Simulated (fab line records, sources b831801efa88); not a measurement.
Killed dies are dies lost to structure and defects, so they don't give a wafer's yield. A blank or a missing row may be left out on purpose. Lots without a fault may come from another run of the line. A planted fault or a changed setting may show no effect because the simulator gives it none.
A struck lot beside a sound one | flow sky130 | 15 steps out of a route of 708
Sound: wafers L111.3, L111.4, L111.5. Struck: wafers L112.2, L112.4, L112.6. The cause comes at the end.
At each step with rows: each side's tool, then ch and its chambers, then its first start. Under that, the readings that differ: sound wafers | struck wafers | difference of the means | sigmas: that difference in standard deviations of wafers without a fault.
alike: readings whose means differ by less than 2 such deviations, and words and numbers that are the same on both sides. not compared: withheld readings, readings that some wafer has no value for, bounds like >300 that may hide the same value, and numbers for which the record gives no deviation and whose values overlap.
The two part at a step that has a row with sigmas, a row that says differs or no value, or rows on one side only. Numbers that don't overlap but have no deviation are shown without sigmas and don't part them. A reading that every wafer of one side lacks parts them only if that side has two wafers or more.

first, 3 steps without rows for these wafers: SKY_SD_P_EXPOSE_04 (exposes mask PSDM, target cd 380 nm); SKY_SD_P_PEB_05; SKY_SD_P_DEVELOP_06 (develop time 60 s).
SKY_SD_P_CD_MEAS_07: target cd 380 nm.
  sound on cd_sem-02, day 25 23:06; struck on cd_sem-01, day 26 06:25
  alike: cd_nm
SKY_SD_P_OVL_MEAS_08:
  sound on overlay-01, day 25 23:11; struck on overlay-02, day 26 06:31
  alike: SD_P_OVL
then, 1 step without rows for these wafers: SKY_SD_P_IMPLANT_09.
SKY_SD_P_STRIP_10: strips in O2/N2.
  sound on plasma_asher-02 ch 0,1, day 25 23:24; struck on plasma_asher-02 ch 0,1, day 26 06:41
  alike: drypump_motor_current_A, oes_product_au, strip_time_to_endpoint_s
  not compared: rf_hours_counter_h
SKY_SD_P_TW_MEAS_11:
  sound on film_metro-03, day 25 23:29; struck on film_metro-04, day 26 06:48
  alike: SD_P_TW
then, 4 steps without rows for these wafers: SKY_RES_XHIGH_DEHYDRATE_00 (time 60 s); SKY_RES_XHIGH_HMDS_01 (prime time 60 s); SKY_RES_XHIGH_COAT_02 (resist thk 1140 nm); SKY_RES_XHIGH_SOFTBAKE_03 (time 60 s).
SKY_RES_XHIGH_EXPOSE_04: exposes mask URPM, target cd 1270 nm.
  sound on iline_stepper-01 ch 0, day 26 13:22; struck on iline_stepper-01 ch 0, day 26 21:56
  reading            | sound                | struck                        | difference | sigmas
  mask               | URPM#0 URPM#0 URPM#0 | URPM_R1#0 URPM_R1#0 URPM_R1#0 | differs    |
  reticle_temp_C (C) | 22.72 22.86 22.79    | 23.05 22.92 23.14             | +0.25      | +2
then, 1 step without rows for these wafers: SKY_RES_XHIGH_PEB_05.
SKY_PAD_OPEN_PROBE_99:
  the record has rows for the sound wafers here (prober-02, day 46 03:38) and none for the struck ones

WHERE THEY PART
First at SKY_RES_XHIGH_EXPOSE_04; last, within this record, at SKY_PAD_OPEN_PROBE_99.

WHY: what the simulator had put in
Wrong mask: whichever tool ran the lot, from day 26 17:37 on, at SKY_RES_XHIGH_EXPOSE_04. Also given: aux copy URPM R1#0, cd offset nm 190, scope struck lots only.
